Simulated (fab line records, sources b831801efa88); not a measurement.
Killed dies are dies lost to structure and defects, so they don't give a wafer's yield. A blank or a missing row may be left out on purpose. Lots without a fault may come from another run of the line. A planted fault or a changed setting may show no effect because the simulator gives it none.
Which tool did it? | flow gf180mcu | 24 lots, 72 wafers sampled, at 4 steps of a route of 602

WHAT THE GAUGES READ, wafer by wafer
GF_STI_BOW_MEAS_00. Usual: INCOMING_BOW 0 um, standard deviation 6.1.
lot  | measured    | on            | INCOMING_BOW (um) | flag
L074 | day 1 10:01 | film_metro-03 | -7 8 3            |
L075 | day 1 15:00 | film_metro-01 | -6 9 -4           |
L076 | day 1 20:00 | film_metro-03 | -8 -11 3          |
L077 | day 2 01:00 | film_metro-03 | 2 -1 -7           |
L078 | day 2 06:00 | film_metro-01 | 0 -10 11          |
L079 | day 2 11:05 | film_metro-03 | 9 0 1             |
L080 | day 2 16:01 | film_metro-02 | -4 -12 1          |
L081 | day 2 21:00 | film_metro-01 | -2 11 3           |
L082 | day 3 02:01 | film_metro-01 | -6 -8 0           |
L083 | day 3 07:00 | film_metro-02 | 7 2 11            |
L084 | day 3 12:00 | film_metro-02 | 3 5 11            |
L085 | day 3 17:04 | film_metro-02 | -1 11 -5          |
L086 | day 3 22:04 | film_metro-01 | 9 -3 -10          |
L087 | day 4 03:01 | film_metro-02 | 2 -8 -3           |
L088 | day 4 08:02 | film_metro-01 | -3 -1 8           |
L089 | day 4 13:00 | film_metro-01 | -7 -8 2           |
L090 | day 4 18:02 | film_metro-03 | -9 -3 4           |
L091 | day 4 23:02 | film_metro-03 | 7 0 7             |
L092 | day 5 04:01 | film_metro-03 | 3 -3 6            |
L093 | day 5 09:02 | film_metro-02 | -2 -16 -5         |
L094 | day 5 14:01 | film_metro-01 | 15 2 -2           |
L095 | day 5 19:00 | film_metro-02 | 6 2 -8            |
L096 | day 6 00:01 | film_metro-01 | -4 -5 -4          |
L097 | day 6 05:02 | film_metro-03 | -10 1 -3          |

GF_STI_THK_MEAS_24. Usual: STI_CVD_23_THK 654 nm, standard deviation 6.
lot  | measured    | on            | STI_CVD_23_THK (nm) | flag
L074 | day 2 03:20 | film_metro-03 | 659 654 655         |
L075 | day 2 10:11 | film_metro-01 | 656 645 650         |
L076 | day 2 13:48 | film_metro-01 | 654 658 652         |
L077 | day 2 18:47 | film_metro-03 | 665 660 662         |
L078 | day 3 00:55 | film_metro-03 | 656 650 653         |
L079 | day 3 05:08 | film_metro-02 | 654 654 655         |
L080 | day 3 10:28 | film_metro-03 | 657 655 647         |
L081 | day 3 15:23 | film_metro-01 | 656 654 649         |
L082 | day 4 00:17 | film_metro-02 | 655 656 657         |
L083 | day 4 04:14 | film_metro-01 | 652 659 654         |
L084 | day 4 10:52 | film_metro-02 | 659 665 653         |
L085 | day 4 14:51 | film_metro-01 | 656 656 661         |
L086 | day 4 20:19 | film_metro-03 | 647 641 647         |
L087 | day 4 23:54 | film_metro-03 | 655 665 657         |
L088 | day 5 07:33 | film_metro-03 | 656 655 655         |
L089 | day 5 09:55 | film_metro-03 | 672 668 671         |
L090 | day 5 15:26 | film_metro-03 | 652 651 647         |
L091 | day 5 19:06 | film_metro-03 | 654 654 658         |
L092 | day 6 02:31 | film_metro-02 | 652 652 658         |
L093 | day 6 07:42 | film_metro-02 | 649 653 651         |
L094 | day 6 11:06 | film_metro-02 | 647 643 645         |
L095 | day 6 16:12 | film_metro-02 | 644 653 650         |
L096 | day 6 21:37 | film_metro-01 | 646 646 640         |
L097 | day 7 02:59 | film_metro-03 | 659 654 655         |

GF_CONTACT_RS_MEAS_25: measures by four-point-probe. Usual: CONTACT_W_RS 0.382 ohm/sq, standard deviation 0.0052.
lot  | measured     | on            | CONTACT_W_RS (ohm/sq) | flag
L074 | day 15 23:26 | film_metro-03 | 0.382 0.379 0.379     |
L075 | day 16 10:17 | film_metro-03 | 0.386 0.381 0.380     |
L076 | day 16 17:04 | film_metro-03 | 0.391 0.387 0.379     |
L077 | day 16 23:39 | film_metro-04 | 0.388 0.376 0.389     |
L078 | day 17 14:47 | film_metro-03 | 0.378 0.386 0.382     |
L079 | day 18 03:49 | film_metro-02 | 0.374 0.381 0.378     |
L080 | day 18 10:19 | film_metro-02 | 0.387 0.381 0.385     |
L081 | day 18 20:03 | film_metro-02 | 0.377 0.379 0.379     |
L082 | day 19 17:10 | film_metro-02 | 0.378 0.378 0.378     |
L083 | day 20 00:17 | film_metro-02 | 0.384 0.376 0.378     |
L084 | day 20 00:46 | film_metro-03 | 0.381 0.381 0.390     |
L085 | day 20 17:39 | film_metro-04 | 0.379 0.381 0.378     |
L086 | day 20 16:52 | film_metro-03 | 0.380 0.382 0.382     |
L087 | day 21 08:37 | film_metro-03 | 0.388 0.390 0.381     |
L088 | day 21 17:55 | film_metro-02 | 0.391 0.388 0.379     |
L089 | day 21 18:55 | film_metro-03 | 0.380 0.382 0.375     |
L090 | day 22 05:17 | film_metro-04 | 0.385 0.376 0.378     |
L091 | day 22 14:34 | film_metro-04 | 0.381 0.374 0.380     |
L092 | day 22 23:31 | film_metro-03 | 0.387 0.391 0.394     |
L093 | day 23 10:28 | film_metro-04 | 0.381 0.388 0.394     |
L094 | day 23 08:09 | film_metro-02 | 0.378 0.376 0.384     |
L095 | day 23 16:06 | film_metro-03 | 0.375 0.378 0.382     |
L096 | day 23 20:57 | film_metro-02 | 0.382 0.385 0.377     |
L097 | day 24 05:18 | film_metro-02 | 0.386 0.382 0.382     |

GF_CONTACT_THK_MEAS_26: measures by xrf. Usual: CONTACT_W_THK 301 nm, standard deviation 4.2.
lot  | measured     | on            | CONTACT_W_THK (nm) | flag
L074 | day 15 23:32 | film_metro-03 | 302 303 302        |
L075 | day 16 10:25 | film_metro-03 | 298 303 304        |
L076 | day 16 17:11 | film_metro-03 | 293 297 304        |
L077 | day 16 23:46 | film_metro-04 | 300 308 296        |
L078 | day 17 14:55 | film_metro-03 | 303 299 301        |
L079 | day 18 03:54 | film_metro-02 | 308 300 303        |
L080 | day 18 10:26 | film_metro-02 | 297 301 299        |
L081 | day 18 20:10 | film_metro-02 | 302 304 303        |
L082 | day 19 17:17 | film_metro-02 | 305 305 304        |
L083 | day 20 00:25 | film_metro-02 | 299 304 304        |
L084 | day 20 00:53 | film_metro-03 | 300 301 294        |
L085 | day 20 17:44 | film_metro-04 | 303 301 301        |
L086 | day 20 16:57 | film_metro-03 | 301 299 298        |
L087 | day 21 08:44 | film_metro-03 | 293 294 300        |
L088 | day 21 18:01 | film_metro-02 | 295 296 304        |
L089 | day 21 19:02 | film_metro-03 | 299 298 305        |
L090 | day 22 05:23 | film_metro-04 | 296 302 301        |
L091 | day 22 14:40 | film_metro-04 | 299 305 302        |
L092 | day 22 23:38 | film_metro-03 | 296 293 292        |
L093 | day 23 10:34 | film_metro-04 | 305 298 295        |
L094 | day 23 08:16 | film_metro-02 | 301 304 299        |
L095 | day 23 16:13 | film_metro-03 | 304 303 299        |
L096 | day 23 21:04 | film_metro-02 | 300 297 302        |
L097 | day 24 05:24 | film_metro-02 | 299 300 300        |

WHICH TOOL RAN EACH LOT (tool, then ch and the chambers of the sampled wafers, then the start)
The record holds no process step before these readings.

WHAT THE TOOLS THEMSELVES READ (means of the sampled wafers that have a number; where no wafer has one, the mark that the record gives instead)
The record holds no such reading with a usual standard deviation.

THE ANSWER, worked out from the rows above alone
Rule: a lot is off if the mean of its wafers that have a number lies more than 3 standard deviations from the usual mean. A lot without any number at a reading at which 4 lots or more have one is off too. The other lots that the step has rows for count as sound. The gauges are gone through in route order, then the tools' own readings, and for those a lot's mean is taken as printed above. The first step at which some lot is off is used, and at that step the reading that is off furthest; a lot without a number counts as furthest.
No lot is off at any reading shown: from this, nothing can be told.

WHAT THE SIMULATOR HAD PUT IN
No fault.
